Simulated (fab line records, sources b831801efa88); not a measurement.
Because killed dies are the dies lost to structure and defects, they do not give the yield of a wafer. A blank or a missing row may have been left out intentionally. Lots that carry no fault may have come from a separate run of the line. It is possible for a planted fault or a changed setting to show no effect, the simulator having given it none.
A struck lot beside a sound one ; flow sky130 ; 15 out of 708 route steps
Sound: the wafers L630.2, L630.5, L630.6. Wafers struck: L620.2, L620.5, L620.6. At the end, the cause is stated.
At each step with rows: each side's tool, then ch and its chambers, then its first start. Under that, the readings that differ: sound wafers ; struck wafers ; difference of the means ; sigmas: that difference in standard deviations of wafers without a fault.
alike: a reading whose means differ by less than 2 such deviations, as well as words and numbers matching on both sides. not compared: withheld readings; readings where some wafer has no value; bounds like >300 that might hide an equal value; numbers whose values overlap and for which the record gives no deviation.
Wherever a step has rows on one side only, a row that says differs or no value, or a row with sigmas, the two part there. Numbers that have no deviation but don't overlap get no sigmas and don't part them. Lack of a reading on every wafer of one side parts them only where that side has two or more wafers.

SKY_VIA4_THK_MEAS_20: measures by xrf.
  sound: film metro-01 at day 46 14:09; struck: film metro-01 at day 44 03:58
  alike: VIA4_W_THK
SKY_VIA4_CMP_21: polishes, stops on SiO2, t overpolish 25 s, target thk 0 nm.
  sound on cmp-02 ch 1,2,3, day 46 14:21; struck on cmp-01 ch 0,1,2, day 44 04:07
reading;sound;struck;difference;sigmas
time to endpoint s (s);117 117 121;123 131 127;+9;+2
  alike: motor current A, overpolish run s, slurry filter dp kPa
SKY_METAL5_SPUTTER_00: material Ti, target thk 15 nm, time 10 s.
  sound: pvd sputter-02 at day 46 14:30; struck: pvd sputter-01 at day 44 04:19
  alike: throttle valve pct
SKY_METAL5_SPUTTER_01: material TiN, target thk 20 nm, time 16.7 s.
  sound: pvd sputter-02 at day 46 14:31; struck: pvd sputter-01 at day 44 04:21
  alike: throttle valve pct
then, 1 step without rows for these wafers: SKY_METAL5_SPUTTER_02 (material AlCu, target thk 1150 nm, time 61.2 s).
SKY_METAL5_SPUTTER_03: material Ti, target thk 5 nm, time 3.3 s.
  sound: pvd sputter-02 at day 46 14:37; struck: pvd sputter-01 at day 44 04:25
  alike: throttle valve pct
SKY_METAL5_SPUTTER_04: material TiN, target thk 70 nm, time 58.3 s.
  sound: pvd sputter-02 at day 46 14:38; struck: pvd sputter-01 at day 44 04:26
  alike: throttle valve pct
SKY_METAL5_RS_MEAS_05: a four-point-probe measurement.
  sound: film metro-01 at day 46 14:42; struck: film metro-02 at day 44 04:31
  alike: METAL5_ALCU_RS
SKY_METAL5_THK_MEAS_06: measures by xrf.
  sound: film metro-01 at day 46 14:49; struck: film metro-02 at day 44 04:37
  alike: METAL5_ALCU_THK
then, 3 steps without rows for these wafers: SKY_METAL5_DEHYDRATE_07 (time 60 s); SKY_METAL5_HMDS_08 (prime time 60 s); SKY_METAL5_COAT_09 (resist thk 1800 nm).
SKY_METAL5_SOFTBAKE_10: time 60 s.
  sound on litho track-01 ch 0, day 47 00:54; struck on litho track-03 ch 0, day 44 15:09
reading;sound;struck;difference;sigmas
run length s (s);89.36 89.14 89.27;98.20 98.17 98.21;+8.94;+45
then, 1 step without rows for these wafers: SKY_METAL5_EXPOSE_11 (exposes mask MM5, target cd 1600 nm).
-- the record jumps here: 2 days lie between the struck wafers' starts before and after (it left off in module METAL5 and takes up again in module PAD_OPEN, whose first step shown is number 708 of the route) --
SKY_PAD_OPEN_PROBE_99:
  sound: prober-01 at day 49 03:49; struck: prober-02 at day 46 22:39
reading;sound;struck;difference;sigmas
killed at other;1 2 1;0 0 0;-1;-2
  alike: defect limited yield, killed_at_M0_to_M3, killed_at_M4_up, killed at contacts, killed at front end, killed dies, killed open, killed short, sort_bin_3_pad_short, sort_bin_5_function, sort_bin_6_memory, sort n pass, sort yield pct

== WHERE THEY PART ==
At SKY_VIA4_CMP_21 first; at SKY_PAD_OPEN_PROBE_99 last (within this record only).

WHY: whatever the simulator had introduced
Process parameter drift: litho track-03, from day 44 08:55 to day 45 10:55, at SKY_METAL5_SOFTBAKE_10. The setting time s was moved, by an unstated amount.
